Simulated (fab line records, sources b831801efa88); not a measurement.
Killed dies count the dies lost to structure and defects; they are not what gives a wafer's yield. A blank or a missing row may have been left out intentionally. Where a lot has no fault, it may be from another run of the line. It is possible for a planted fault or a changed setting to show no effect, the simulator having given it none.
Chamber matching -- flow gf180mcu -- rie-diel-01 running GF_V5_ETCH_16: 4 sister chambers
The step etches BARC in N2/H2. 4 wafers are shown with their chamber, then 8 later ones without.

WAFERS, EACH WITH ITS CHAMBER
wafer,chamber,drypump-motor-current-A (A)
L081.1,1,5.2
L083.3,3,5.0
L083.4,0,6.4
L087.1,2,5.6

WAFERS MISSING THEIR CHAMBER
wafer,drypump-motor-current-A (A)
L087.2,5.3
L087.3,5.0
L091.3,5.1
L091.4,5.6
L091.6,5.6
L096.1,5.6
L096.3,5.1
L096.4,5.2

WHICH CHAMBER EACH ONE RAN IN
wafer,from the rows above,in truth
L087.2,1,1
L087.3,3,3
L091.3,can't be placed: 3 or 1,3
L091.4,2,2
L091.6,2,2
L096.1,2,2
L096.3,can't be placed: 3 or 1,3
L096.4,1,1
Correct placement for 6 of the 8. Cannot be placed on the basis of these rows: 2; the candidates contain the true chamber in 2. 0 placed wrongly.
How it was worked out, from the rows above alone: a wafer's distance from a chamber is the root of the sum, over the readings, of the square of ((its reading less the chamber's mean) divided by the reading's scatter). If the next closest chamber is less than 2 further off than the closest, the wafer can't be placed; otherwise it belongs to the closest. A chamber's mean is the mean of its shown wafers. The scatter: root of mean squared gap, hidden wafer to nearest shown wafer, with one shown wafer a chamber.
